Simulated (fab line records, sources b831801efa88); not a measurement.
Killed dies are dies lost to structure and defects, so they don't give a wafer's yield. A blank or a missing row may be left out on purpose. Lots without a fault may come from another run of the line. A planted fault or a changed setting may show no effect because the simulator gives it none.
Problem report in the 8D (eight disciplines) form, filled by code | flow sky130 | the parts of the form that need people (team, actions taken, sign-off) are left out

1. THE PROBLEM
NWELL_TW at SKY_NWELL_TW_MEAS_15 reads a mean of 2030 on 6 wafers of 2 lots; wafers without a fault read 1808 with a standard deviation of 18. That is +12 standard deviations from the usual mean.
First seen on wafer L122.2, day 6 13:49, on film_metro-04. The record holds 33 wafers of 11 lots with a number at this step. Rule for "out", or "out of limits": more than 4 standard deviations from the usual mean. The other wafers with a number count as sound.

2. WHAT IT IS AND WHAT IT IS NOT
question                    | is                           | is not
which readings at this step | NWELL_TW                     | -
which lots                  | L122, L128                   | L119, L120, L121, L123, L126, L132, L134, L137, L138
which wafers of those lots  | all that have a number       | -
read on which gauges        | film_metro-02, film_metro-04 | film_metro-01
when                        | from day 6 13:49             | up to then (12 sound wafers); but 15 sound wafers of L126, L132, L134, L137, L138 came after

3. SUSPECTS, AND WHAT RULES EACH OUT
Counting: a tool at a process step up to the reading stays a suspect if it ran every lot that is out and no sound lot after the first of them.
- the gauge at SKY_NWELL_TW_MEAS_15: ruled out. The wafers that are out were read on 2 gauges (film_metro-02, film_metro-04).
- implanter-02 at SKY_NWELL_IMPLANT_11: ruled out as a lasting fault. Sound lots L137, L138 ran on it after its first lot that is out, L122 (day 6 07:34).
- plasma_asher-03 at SKY_NWELL_STRIP_14 (strips in O2/N2): ruled out as a lasting fault. Sound lots L126, L132, L138 ran on it after its first lot that is out, L122 (day 6 13:43).
Left after counting: nothing in the record.

4. THE CAUSE (what the simulator had put in)
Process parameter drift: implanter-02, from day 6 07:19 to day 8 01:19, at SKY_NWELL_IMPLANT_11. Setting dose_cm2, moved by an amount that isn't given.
Counting ruled it out, wrongly: the rule takes a fault to strike every lot that its tool runs from its start on, and this one did not.

5. THE CHAIN OF EFFECTS, in route order
Each row: a reading whose mean over the struck wafers that have a number lies more than 3 standard deviations from the usual. Only readings for which the record gives a usual standard deviation are gone through. hours: the time from each lot's start at the first step in this table that gives one to its start at this step, as a median over the lots. sigmas: the change in usual standard deviations.
hours | step                 | reading            | usual        | on struck wafers | change      | sigmas
0     | SKY_NWELL_IMPLANT_11 | dose_ions_cm2      | 1.8993e+13   | 2.7097e+13       | +8.1037e+12 | +99 or more
0     | SKY_NWELL_IMPLANT_11 | faraday_current_uA | 107.3        | 152.2            | +44.9       | +20
3     | SKY_NWELL_TW_MEAS_15 | NWELL_TW           | 1808         | 2030             | +222        | +12
23    | SKY_NWELL_RS_MEAS_29 | NWELL_RS           | 624.5 ohm/sq | 516.9            | -107.6      | -63
The process steps in it:
- SKY_NWELL_IMPLANT_11
Later measuring or inspecting steps at which every struck wafer that the step has a row for has a number for every such reading, and none has moved that far: SKY_VT_ADJUST_NCORE_TW_MEAS_11.

6. WHAT WOULD HAVE CAUGHT IT SOONER
In this record the first reading out of limits at a measuring or inspecting step was taken at day 6 13:49, 7 hours after the fault began at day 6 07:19.
The tool's own readings at SKY_NWELL_IMPLANT_11 were out on every struck wafer that the step has a row for (dose_ions_cm2, faraday_current_uA): an alarm limit on them would have fired on the first of those.
